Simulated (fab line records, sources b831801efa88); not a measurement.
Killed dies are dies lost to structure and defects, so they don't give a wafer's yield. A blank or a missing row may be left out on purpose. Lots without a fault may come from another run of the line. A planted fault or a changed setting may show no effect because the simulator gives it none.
A struck lot beside a sound one | flow sfq_line | 17 steps out of a route of 325
Sound: wafers L751.2, L751.3, L751.5. Struck: wafers L762.4, L762.5. (L762.3 of the same lot was not struck and is left out.) The cause comes at the end.
At each step with rows: each side's tool, then ch and its chambers, then its first start. Under that, the readings that differ: sound wafers | struck wafers | difference of the means | sigmas: that difference in standard deviations of wafers without a fault.
alike: readings whose means differ by less than 2 such deviations, and words and numbers that are the same on both sides. not compared: withheld readings, readings that some wafer has no value for, bounds like >300 that may hide the same value, and numbers for which the record gives no deviation and whose values overlap.
The two part at a step that has a row with sigmas, a row that says differs or no value, or rows on one side only. Numbers that don't overlap but have no deviation are shown without sigmas and don't part them. A reading that every wafer of one side lacks parts them only if that side has two wafers or more.

SFQ_TRILAYER_I7_VIA_STRIP_STRIP_191: strips in O2.
  sound on rie_metal-02 ch 1, day 85 03:04; struck on rie_metal-02 ch 1, day 92 07:47
  reading               | sound             | struck      | difference | sigmas
  oes_product_au (a.u.) | 0.986 0.990 0.991 | 1.010 1.005 | +0.018     | +3
  alike: drypump_motor_current_A
  not compared: rf_hours_counter_h
then, 8 steps without rows for these wafers: SFQ_TRILAYER_I7_VIA_STRIP_SOLV_CLEAN_192 (cleans in NMP, time 600 s); SFQ_TRILAYER_M8_LITHO_LOR_COAT_197; SFQ_TRILAYER_M8_LITHO_LOR_BAKE_198; SFQ_TRILAYER_M8_LITHO_COAT_193 (resist thk 600 nm); SFQ_TRILAYER_M8_LITHO_SOFTBAKE_199; SFQ_TRILAYER_M8_LITHO_EXPOSE_194 (exposes mask M8, target cd 2000 nm); SFQ_TRILAYER_M8_LITHO_PEB_196 (peb time 60 s); SFQ_TRILAYER_M8_LITHO_DEVELOP_195 (img clear 15 s, time 55 s).
SFQ_M8_OVL_MEAS_948:
  sound on overlay-02, day 85 17:04; struck on overlay-01, day 92 13:25
  alike: M8_OVL
then, 2 steps without rows for these wafers: SFQ_TRILAYER_M8_DEP_EVAP_197 (material Ti, target thk 20 nm, time 100 s); SFQ_TRILAYER_M8_DEP_EVAP_198 (material Pt, target thk 50 nm, time 250 s).
SFQ_TRILAYER_M8_DEP_EVAP_196: material Au, target thk 180 nm, time 900 s.
  sound on pvd_sputter-02, day 85 17:20; struck on pvd_sputter-01, day 92 13:40
  reading                                          | sound             | struck      | difference | sigmas
  model.Au_of_TRILAYER_M8_DEP_EVAP_196.thk_nm (nm) | 182.5 183.1 181.9 | 188.8 189.5 | +6.7       |
SFQ_M8_RS_MEAS_949: measures by four-point-probe.
  sound on film_metro-01, day 85 17:52; struck on film_metro-04, day 92 14:13
  reading           | sound                | struck        | difference | sigmas
  M8_AU_RS (ohm/sq) | 0.1519 0.1514 0.1522 | 0.1464 0.1458 | -0.0057    | -4
SFQ_M8_THK_MEAS_950: measures by xrf.
  sound on film_metro-01, day 85 17:59; struck on film_metro-04, day 92 14:19
  alike: M8_AU_THK
then, 1 step without rows for these wafers: SFQ_TRILAYER_M8_LIFTOFF_LIFTOFF_197 (chemistry NMP, time 600 s).
SFQ_M8_BOW_MEAS_951:
  sound on film_metro-04, day 85 18:14; struck on film_metro-03, day 92 14:34
  reading               | sound                | struck        | difference | sigmas
  model.etest.m8.ohm_sq | 0.1517 0.1512 0.1522 | 0.1466 0.1461 | -0.0053    |
  alike: M8_BOW

WHERE THEY PART
First at SFQ_TRILAYER_I7_VIA_STRIP_STRIP_191; last, within this record, at SFQ_M8_RS_MEAS_949. Later steps at which nothing parts them and some readings are alike: SFQ_M8_THK_MEAS_950, SFQ_M8_BOW_MEAS_951.

WHY: what the simulator had put in
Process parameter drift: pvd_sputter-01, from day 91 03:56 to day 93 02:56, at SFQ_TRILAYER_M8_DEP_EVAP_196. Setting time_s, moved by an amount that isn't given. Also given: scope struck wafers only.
